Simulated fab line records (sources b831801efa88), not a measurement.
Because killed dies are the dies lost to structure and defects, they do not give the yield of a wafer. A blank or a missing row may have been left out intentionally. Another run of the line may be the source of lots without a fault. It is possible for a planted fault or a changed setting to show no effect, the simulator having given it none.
Which tool did it? || flow sky130 || 7 lots (21 wafers sampled), 1 step of a 708-step route

WHAT THE GAUGES READ, wafer by wafer
SKY_FIELD_ISO_BOW_MEAS_00.
{"lot": "L493", "measured": "day 1 20:00", "on": "film metro-03", "INCOMING_BOW (um)": "-3 10 -7"}
{"lot": "L495", "measured": "day 2 06:01", "on": "film metro-03", "INCOMING_BOW (um)": "1 -10 13"}
{"lot": "L497", "measured": "day 2 16:00", "on": "film metro-04", "INCOMING_BOW (um)": "7 8 10"}
{"lot": "L501", "measured": "day 3 12:01", "on": "film metro-02", "INCOMING_BOW (um)": "10 5 3"}
{"lot": "L503", "measured": "day 3 22:00", "on": "film metro-04", "INCOMING_BOW (um)": "-7 -9 0"}
{"lot": "L506", "measured": "day 4 13:00", "on": "film metro-02", "INCOMING_BOW (um)": "14 7 4"}
{"lot": "L513", "measured": "day 6 00:00", "on": "film metro-03", "INCOMING_BOW (um)": "-5 5 5"}

WHICH TOOL RAN EACH LOT (tool, then ch and the chambers of the sampled wafers, then the start)
The record holds no process step before these readings.

THE ANSWER, worked out from the rows above alone
Rule: what is usual is taken from the lots themselves. Put in order of their means at a reading, lots are off if they are a third of the lots or fewer, leave a main group of 4 or more, and stand apart from it by a gap of 3 or more times the standard deviation of the main group's means; of several such gaps the widest counts. A main group is skipped when, at the precision printed for the reading in the tables above, its means are all equal. Also off: a lot with no number at a reading for which 4 or more lots have one. Where the step has rows for the other lots, those lots are counted as sound.
Across all readings shown, no lot is off: no conclusion can be drawn from this.

WHAT HAD BEEN PUT IN BY THE SIMULATOR
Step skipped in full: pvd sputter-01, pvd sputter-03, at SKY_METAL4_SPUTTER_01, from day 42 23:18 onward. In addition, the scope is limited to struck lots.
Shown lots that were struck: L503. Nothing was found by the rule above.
